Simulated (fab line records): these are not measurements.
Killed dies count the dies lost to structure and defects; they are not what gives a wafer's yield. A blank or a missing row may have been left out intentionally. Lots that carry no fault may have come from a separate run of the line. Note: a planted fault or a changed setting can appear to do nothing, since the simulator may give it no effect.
Problem report in the 8D (eight disciplines) form, filled by code || flow gf180mcu || the parts of the form that need people (team, actions taken, sign-off) are left out

## 1. WHAT IS WRONG
Wafers free of any fault read 0.329 ohm/sq (standard deviation 0.0049) for V3_W_RS at GF_V3_RS_MEAS_24, against a mean of 0.440 ohm/sq on 6 wafers of 2 lots. That is +23 standard deviations from the usual mean.
The step: measures by four-point-probe.
First seen on wafer L260.1, day 25 09:17, on film_metro-04. At this step, 33 wafers from 11 lots have a number in the record. By rule, "out" or "out of limits" means more than 4 standard deviations away from the usual mean. The rest of the wafers with a number are treated as sound.

## 2. WHAT IT IS; WHAT IT IS NOT
{"question": "which readings at this step", "is": "V3_W_RS", "is not": "-"}
{"question": "which lots", "is": "L260, L262", "is not": "L252, L253, L254, L255, L257, L270, L271, L273, L274"}
{"question": "which wafers of those lots", "is": "all that have a number", "is not": "-"}
{"question": "read on which gauges", "is": "film_metro-01, film_metro-04", "is not": "film_metro-02"}
{"question": "when", "is": "from day 25 09:17", "is not": "up to then (15 sound wafers); but 12 sound wafers of L270, L271, L273, L274 came after"}

## 3. WHAT RULES OUT EACH SUSPECT
Counting: a tool stays on the suspect list if, at a process step up to the reading, it processed all lots that are out and no sound lot following the first of them.
- the gauge at GF_V3_RS_MEAS_24 is ruled out. The wafers that are out were read on 2 gauges (film_metro-01, film_metro-04).
- cvd_w-02 at GF_V3_CVD_23 (deposits W, target thk 350 nm, time 104.9 s): ruled out as a lasting fault. Following L260 (day 25 09:10), the first lot on it that is out, the sound lots L273, L274 were run on it.
Left after counting: nothing in the record.

## 4. THE CAUSE (what the simulator had put in)
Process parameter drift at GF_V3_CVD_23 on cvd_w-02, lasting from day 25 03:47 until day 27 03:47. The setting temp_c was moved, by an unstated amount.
The count ruled it out by mistake, since the rule takes a fault to strike every lot its tool runs from the start of the fault on, and this one did not do so.

## 5. SEQUENCE OF EFFECTS, ordered by route
One row per reading whose mean, taken over the struck wafers that have a number, lies over 3 standard deviations from the usual. Readings are gone through only where the record gives a usual standard deviation; hours: the median, over the lots, of the time from a lot's start at the first step in this table giving one to that lot's start at this step; sigmas: the change measured in usual standard deviations.
{"hours": 0, "step": "GF_V3_CVD_23", "reading": "susceptor_temp_C", "usual": "400.00 C", "on struck wafers": 384.96, "change": -15.04, "sigmas": -75}
{"hours": 0, "step": "GF_V3_RS_MEAS_24", "reading": "V3_W_RS", "usual": "0.329 ohm/sq", "on struck wafers": 0.440, "change": "+0.111", "sigmas": "+23"}
{"hours": 0, "step": "GF_V3_THK_MEAS_25", "reading": "V3_W_THK", "usual": "348 nm", "on struck wafers": 261, "change": -87, "sigmas": -15}
{"hours": 0, "step": "GF_V3_CMP_26", "reading": "time_to_endpoint_s", "usual": "83 s", "on struck wafers": 62, "change": -22, "sigmas": -4.9}
Its process steps:
- GF_V3_CVD_23: deposits W, target thk 350 nm, time 104.9 s.
- GF_V3_CMP_26: polishes, stops on SiO2, t overpolish 15 s, target thk 0 nm.

## 6. HOW IT WOULD HAVE BEEN CAUGHT EARLIER
In this record the first reading out of limits at a measuring or inspecting step was taken at day 25 09:17, 6 hours after the fault began at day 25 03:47.
Tool's own readings at GF_V3_CVD_23, susceptor_temp_C: out on all struck wafers the step has rows for; an alarm limit on them would have tripped on the first.
